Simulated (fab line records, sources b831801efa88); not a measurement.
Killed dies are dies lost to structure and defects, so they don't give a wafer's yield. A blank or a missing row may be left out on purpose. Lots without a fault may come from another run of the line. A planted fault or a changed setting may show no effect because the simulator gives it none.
A struck lot beside a sound one | flow sfq_line | 21 steps out of a route of 325
Sound: wafers L889.2, L889.4, L889.6. Struck: wafer L908.6. (L908.3, L908.4 of the same lot were not struck and are left out.) The cause comes at the end.
At each step with rows: each side's tool, then ch and its chambers, then its first start. Under that, the readings that differ: sound wafers | struck wafers | difference of the means | sigmas: that difference in standard deviations of wafers without a fault.
alike: readings whose means differ by less than 2 such deviations, and words and numbers that are the same on both sides. not compared: withheld readings, readings that some wafer has no value for, bounds like >300 that may hide the same value, and numbers for which the record gives no deviation and whose values overlap.
The two part at a step that has a row with sigmas, a row that says differs or no value, or rows on one side only. Numbers that don't overlap but have no deviation are shown without sigmas and don't part them. A reading that every wafer of one side lacks parts them only if that side has two wafers or more.

first, 5 steps without rows for these wafers: SFQ_TRILAYER_JJ_CE_LITHO_COAT_114 (resist thk 600 nm); SFQ_TRILAYER_JJ_CE_LITHO_SOFTBAKE_118; SFQ_TRILAYER_JJ_CE_LITHO_EXPOSE_115 (exposes mask J5, target cd 700 nm); SFQ_TRILAYER_JJ_CE_LITHO_PEB_117 (peb time 60 s); SFQ_TRILAYER_JJ_CE_LITHO_DEVELOP_116 (time 60 s).
SFQ_JJ_OVL_MEAS_931:
  sound on overlay-01, day 55 06:57; struck on overlay-02, day 65 03:38
  alike: J5_OVL
SFQ_TRILAYER_JJ_CE_METRO_MEASURE_117:
  sound on cd_sem-02, day 55 07:11; struck on cd_sem-02, day 65 04:04
  alike: cd_nm
SFQ_TRILAYER_JJ_CE_BARC_OPEN_RIE_150: chemistry O2, target BARC, target depth 240 nm, time 80 s.
  sound on rie_metal-01 ch 0, day 55 08:11; struck on rie_metal-01 ch 0, day 65 04:54
  alike: drypump_motor_current_A, he_backside_leak_sccm, oes_product_au
  not compared: rf_hours_counter_h
SFQ_TRILAYER_JJ_CE_ETCH_RIE_118: chemistry SF6, target Nb, stops on Al2O3, time 97.7 s, target depth 170 nm.
  sound on rie_metal-01 ch 0, day 55 08:16; struck on rie_metal-01 ch 0, day 65 05:00
  alike: drypump_motor_current_A, he_backside_leak_sccm, oes_product_au
  not compared: rf_hours_counter_h
then, 1 step without rows for these wafers: SFQ_TRILAYER_JJ_ANODIZE_ANODIZE_119.
SFQ_TRILAYER_JJ_CE_STRIP_STRIP_120: strips in O2.
  sound on rie_metal-01 ch 0,1, day 55 08:52; struck on rie_metal-01 ch 1, day 65 06:16
  alike: drypump_motor_current_A, he_backside_leak_sccm, oes_product_au
  not compared: rf_hours_counter_h
then, 1 step without rows for these wafers: SFQ_TRILAYER_JJ_CE_STRIP_SOLV_CLEAN_121 (cleans in NMP, time 600 s).
SFQ_TRILAYER_M5_LITHO_COAT_128: resist thk 62 nm.
  sound on litho_track-02 ch 0, day 55 09:42; struck on litho_track-01 ch 0, day 65 06:56
  reading                                              | sound            | struck | difference | sigmas
  model.BARC_of_TRILAYER_M5_LITHO_COAT_128.thk_nm (nm) | 61.87 62.17 61.9 | 61.01  | -0.97      |
then, 5 steps without rows for these wafers: SFQ_TRILAYER_M5_LITHO_COAT_123 (resist thk 600 nm); SFQ_TRILAYER_M5_LITHO_SOFTBAKE_127; SFQ_TRILAYER_M5_LITHO_EXPOSE_124 (exposes mask M5, target cd 700 nm); SFQ_TRILAYER_M5_LITHO_PEB_126 (peb time 60 s); SFQ_TRILAYER_M5_LITHO_DEVELOP_125 (time 60 s).
-- the record jumps here: 5 days lie between the struck wafers' starts before and after --
SFQ_M5_OVL_MEAS_932:
  sound on overlay-01, day 59 19:00; struck on overlay-01, day 70 09:39
  alike: M5_OVL
SFQ_TRILAYER_M5_BARC_OPEN_METAL_ETCH_161: etches BARC in O2, target depth 125 nm, time 41.7 s.
  sound on rie_metal-04 ch 0,1, day 59 19:02; struck on rie_metal-02 ch 0, day 70 09:42
  reading                  | sound             | struck | difference | sigmas
  oes_product_au (a.u.)    | 0.684 0.684 0.683 | 0.673  | -0.011     | -2
  model.etch.depth_nm (nm) | 61.87 62.17 61.9  | 61.01  | -0.97      |
  alike: drypump_motor_current_A, he_backside_leak_sccm
  not compared: rf_hours_counter_h
SFQ_TRILAYER_M5_ETCH_METAL_ETCH_126: etches Nb in Cl2/BCl3, stops on SiO2, time 203.2 s, target depth 265 nm.
  sound on rie_metal-04 ch 0,1, day 59 19:05; struck on rie_metal-02 ch 0, day 70 09:48
  alike: drypump_motor_current_A, he_backside_leak_sccm, oes_product_au
  not compared: rf_hours_counter_h

WHERE THEY PART
Only at SFQ_TRILAYER_M5_BARC_OPEN_METAL_ETCH_161, within this record. Later steps at which nothing parts them and some readings are alike: SFQ_TRILAYER_M5_ETCH_METAL_ETCH_126.

WHY: what the simulator had put in
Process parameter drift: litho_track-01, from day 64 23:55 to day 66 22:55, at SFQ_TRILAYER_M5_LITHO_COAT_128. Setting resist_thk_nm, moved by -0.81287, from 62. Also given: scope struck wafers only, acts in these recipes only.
